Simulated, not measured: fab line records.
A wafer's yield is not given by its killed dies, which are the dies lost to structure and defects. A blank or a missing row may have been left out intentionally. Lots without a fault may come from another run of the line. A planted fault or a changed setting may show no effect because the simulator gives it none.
What tool caused it?	flow sky130	Sampling: 14 lots, 42 wafers, 5 of 708 route steps

## WHAT THE GAUGES READ, wafer by wafer
Not one reading of a measure or inspect step in the record can be checked against a usual standard deviation.

## TOOL THAT RAN EACH LOT (tool first, then ch and the chambers of the sampled wafers, then the start)
lot	SKY_VIA3_STRIP_16	SKY_METAL4_SPUTTER_03	SKY_METAL4_DESCUM_15	SKY_PASSIVATION_ETCH_11	SKY_PASSIVATION_STRIP_12
L935	plasma asher-04 ch 0,1, day 39 15:26	pvd sputter-03, day 39 16:45	rie metal-01 ch 0,1, day 41 18:59	rie diel-04 ch 1,2, day 44 19:41	plasma asher-01 ch 0,1, day 44 19:49
L936	plasma asher-02 ch 0, day 39 22:48	pvd sputter-04, day 40 00:21	rie metal-03 ch 0,1, day 42 01:49	rie diel-02 ch 0,1, day 45 01:40	plasma asher-03 ch 1, day 45 01:47
L937	plasma asher-02 ch 0,1, day 40 07:32	pvd sputter-01, day 40 08:53	rie metal-04 ch 1, day 42 10:11	rie diel-03 ch 0,2,3, day 45 09:28	plasma asher-02 ch 0,1, day 45 09:35
L938	plasma asher-02 ch 0,1, day 40 17:47	pvd sputter-04, day 40 19:10	rie metal-04 ch 0,1, day 42 20:01	rie diel-04 ch 0,1,2, day 45 19:20	plasma asher-02 ch 0,1, day 45 19:26
L939	plasma asher-03 ch 0,1, day 41 06:38	pvd sputter-01, day 41 07:57	rie metal-04 ch 0,1, day 43 07:29	rie diel-04 ch 0,2, day 46 04:46	plasma asher-01 ch 0,1, day 46 04:54
L942	plasma asher-04 ch 0,1, day 41 23:14	pvd sputter-01, day 42 00:35	rie metal-01 ch 1, day 44 00:15	rie diel-04 ch 0,1,2, day 46 20:40	plasma asher-02 ch 0,1, day 46 20:46
L945	plasma asher-02 ch 0,1, day 42 19:44	pvd sputter-04, day 42 21:07	rie metal-01 ch 0,1, day 44 19:45	rie diel-04 ch 0,1, day 47 12:28	plasma asher-03 ch 0,1, day 47 12:34
L944	plasma asher-04 ch 0,1, day 42 19:53	pvd sputter-03, day 42 21:34	rie metal-03 ch 0,1, day 44 20:11	rie diel-02 ch 1,2,3, day 47 14:19	plasma asher-03 ch 0,1, day 47 14:25
L946	plasma asher-02 ch 0,1, day 43 02:33	pvd sputter-01, day 43 03:58	rie metal-03 ch 0,1, day 45 02:17	rie diel-04 ch 1,2, day 47 21:14	plasma asher-01 ch 0,1, day 47 21:23
L947	plasma asher-02 ch 0,1, day 43 15:20	pvd sputter-03, day 43 16:39	rie metal-01 ch 0,1, day 45 13:20	rie diel-04 ch 1,2,3, day 48 05:50	plasma asher-03 ch 0,1, day 48 05:55
L948	plasma asher-02 ch 0,1, day 43 22:08	pvd sputter-01, day 43 23:31	rie metal-03 ch 0,1, day 45 20:11	rie diel-03 ch 0,2, day 48 12:08	plasma asher-01 ch 0,1, day 48 12:14
L950	plasma asher-03 ch 0,1, day 44 04:44	pvd sputter-04, day 44 06:19	rie metal-03 ch 0,1, day 46 02:24	rie diel-04 ch 0,3, day 48 19:35	plasma asher-03 ch 0,1, day 48 19:41
L956	plasma asher-04 ch 0,1, day 45 19:41	pvd sputter-04, day 45 21:02	rie metal-03 ch 0,1, day 47 14:49	rie diel-03 ch 1,2,3, day 50 02:02	plasma asher-02 ch 0,1, day 50 02:08
L957	plasma asher-02 ch 0,1, day 46 00:02	pvd sputter-01, day 46 03:50	rie metal-04 ch 0,1, day 47 20:20	rie diel-03 ch 0,1,2, day 50 05:13	plasma asher-02 ch 0,1, day 50 05:19
- SKY_VIA3_STRIP_16: strips in O2/N2.
- SKY_METAL4_SPUTTER_03: material Ti, target thk 5 nm, time 3.3 s.
- SKY_METAL4_DESCUM_15: chemistry O2, time 8 s.
- SKY_PASSIVATION_ETCH_11: etches the open film in CF4/O2, stops on AlCu, target depth 725 nm, time 161.1 s.
- SKY_PASSIVATION_STRIP_12: strips in O2/N2.

## AS READ BY THE TOOLS THEMSELVES (means over the sampled wafers that have a number; for cases with no such wafer, the mark the record gives instead)
SKY_VIA3_STRIP_16. Usual: chamber pressure mTorr 1500.1 mTorr, standard deviation 1.3; drypump motor current A 5.56 A, standard deviation 0.21; oes product au 0.402 a.u., standard deviation 0.0046; strip time to endpoint s 4.123 s, standard deviation 0.029.
lot	tool	chamber pressure mTorr (mTorr)	drypump motor current A (A)	oes product au (a.u.)	strip time to endpoint s (s)	flag
L935	plasma asher-04	1499.9	5.79	0.402	4.124	
L936	plasma asher-02	1499.7	5.64	0.399	4.140	
L937	plasma asher-02	1500.2	5.55	0.399	4.130	
L938	plasma asher-02	1500.8	5.57	0.402	4.117	
L939	plasma asher-03	1500.4	5.35	0.409	4.160	
L942	plasma asher-04	1499.0	5.80	0.398	4.130	
L945	plasma asher-02	1500.8	5.55	0.401	4.108	
L944	plasma asher-04	1499.8	5.77	0.403	4.107	
L946	plasma asher-02	1500.3	5.60	0.403	4.122	
L947	plasma asher-02	1499.4	5.61	0.399	4.130	
L948	plasma asher-02	1499.3	5.60	0.403	4.130	
L950	plasma asher-03	1500.5	5.35	0.401	4.109	
L956	plasma asher-04	1500.6	5.78	0.404	4.109	
L957	plasma asher-02	1500.6	5.59	0.399	4.101	

SKY_METAL4_SPUTTER_03. Usual: cathode dc power W 3000.0 W, standard deviation 0.55; throttle valve pct 30.0 %, standard deviation 0.93.
lot	tool	cathode dc power W (W)	throttle valve pct (%)	flag
L935	pvd sputter-03	3000.1	30.2	
L936	pvd sputter-04	3000.0	29.5	
L937	pvd sputter-01	3000.0	30.5	
L938	pvd sputter-04	3000.5	30.0	
L939	pvd sputter-01	2999.5	30.5	
L942	pvd sputter-01	3000.7	30.9	
L945	pvd sputter-04	2999.7	29.5	
L944	pvd sputter-03	3000.0	30.1	
L946	pvd sputter-01	3000.4	30.6	
L947	pvd sputter-03	3000.1	29.6	
L948	pvd sputter-01	3000.2	30.2	
L950	pvd sputter-04	3000.1	30.3	
L956	pvd sputter-04	2999.8	29.4	
L957	pvd sputter-01	3000.2	30.5	

SKY_METAL4_DESCUM_15. Usual: chamber pressure mTorr 9.999 mTorr, standard deviation 0.0083; drypump motor current A 5.5 A, standard deviation 0.36; oes product au 1.007 a.u., standard deviation 0.0092.
lot	tool	chamber pressure mTorr (mTorr)	drypump motor current A (A)	oes product au (a.u.)	flag
L935	rie metal-01	9.995	5.4	0.994	
L936	rie metal-03	9.992	5.3	0.998	
L937	rie metal-04	10.000	5.7	1.003	
L938	rie metal-04	9.999	5.8	1.004	
L939	rie metal-04	9.991	5.8	1.008	
L942	rie metal-01	9.996	6.0	1.015	
L945	rie metal-01	10.000	5.7	1.007	
L944	rie metal-03	10.000	5.5	1.009	
L946	rie metal-03	9.996	5.3	1.018	
L947	rie metal-01	9.998	5.4	0.997	
L948	rie metal-03	9.999	5.3	1.013	
L950	rie metal-03	9.997	5.5	1.013	
L956	rie metal-03	10.011	5.5	1.020	
L957	rie metal-04	9.993	5.8	1.007	

SKY_PASSIVATION_ETCH_11. Usual: cf4 flow sccm 80.00 sccm, standard deviation 0.24; chamber pressure mTorr 150.00 mTorr, standard deviation 0.14; drypump motor current A 5.5 A, standard deviation 0.54; oes product au 0.977 a.u., standard deviation 0.0071; throttle valve pct 5.964 %, standard deviation 0.0087.
lot	tool	cf4 flow sccm (sccm)	chamber pressure mTorr (mTorr)	drypump motor current A (A)	oes product au (a.u.)	throttle valve pct (%)	flag
L935	rie diel-04	79.82	150.04	5.2	0.983	5.968	
L936	rie diel-02	79.99	149.89	6.1	0.981	5.962	
L937	rie diel-03	80.09	150.02	5.2	0.982	5.968	
L938	rie diel-04	80.15	149.99	5.3	0.978	5.966	
L939	rie diel-04	79.94	150.15	5.6	0.976	5.961	
L942	rie diel-04	79.98	149.88	5.4	0.973	5.966	
L945	rie diel-04	80.06	150.03	5.1	0.987	5.966	
L944	rie diel-02	80.17	149.96	5.8	0.980	5.970	
L946	rie diel-04	79.98	150.03	5.4	0.977	5.955	
L947	rie diel-04	80.26	150.06	5.1	0.962	5.953	
L948	rie diel-03	80.11	149.84	5.4	0.977	5.959	
L950	rie diel-04	79.87	150.06	5.3	0.958	5.953	
L956	rie diel-03	80.06	149.99	5.5	0.973	5.968	
L957	rie diel-03	79.84	149.91	5.8	0.977	5.968	

SKY_PASSIVATION_STRIP_12. Usual: chamber pressure mTorr 1500.0 mTorr, standard deviation 1.3; drypump motor current A 5.65 A, standard deviation 0.29; oes product au 0.661 a.u., standard deviation 0.0049; strip time to endpoint s 31.48 s, standard deviation 0.13.
lot	tool	chamber pressure mTorr (mTorr)	drypump motor current A (A)	oes product au (a.u.)	strip time to endpoint s (s)	flag
L935	plasma asher-01	1500.2	5.92	0.660	31.27	
L936	plasma asher-03	1501.1	5.14	0.656	31.30	
L937	plasma asher-02	1499.7	5.62	0.663	31.60	
L938	plasma asher-02	1499.3	5.56	0.657	31.44	
L939	plasma asher-01	1500.4	5.93	0.663	31.62	
L942	plasma asher-02	1501.3	5.56	0.663	31.41	
L945	plasma asher-03	1498.9	5.24	0.658	31.55	
L944	plasma asher-03	1500.7	5.35	0.659	31.38	
L946	plasma asher-01	1500.6	5.92	0.662	31.58	
L947	plasma asher-03	1500.3	5.34	0.665	31.61	
L948	plasma asher-01	1499.5	5.92	0.663	31.62	
L950	plasma asher-03	1501.0	5.34	0.667	31.71	
L956	plasma asher-02	1501.9	5.55	0.663	31.46	
L957	plasma asher-02	1499.6	5.56	0.663	31.62	

## THE ANSWER, worked out from the rows above alone
Rule: lot off if the mean of its wafers having a number is beyond 3 standard deviations from the usual mean. Also off: a lot with no number at a reading for which 4 or more lots have one. The other lots that the step has rows for count as sound. The gauges are gone through in route order, then the tools' own readings, and for those a lot's mean is taken as printed above. The first step at which some lot is off is used, and at that step the reading that is off furthest; a lot without a number counts as furthest.
No lot is off at any reading shown: from this, nothing can be told.

## WHAT HAD BEEN PUT IN BY THE SIMULATOR
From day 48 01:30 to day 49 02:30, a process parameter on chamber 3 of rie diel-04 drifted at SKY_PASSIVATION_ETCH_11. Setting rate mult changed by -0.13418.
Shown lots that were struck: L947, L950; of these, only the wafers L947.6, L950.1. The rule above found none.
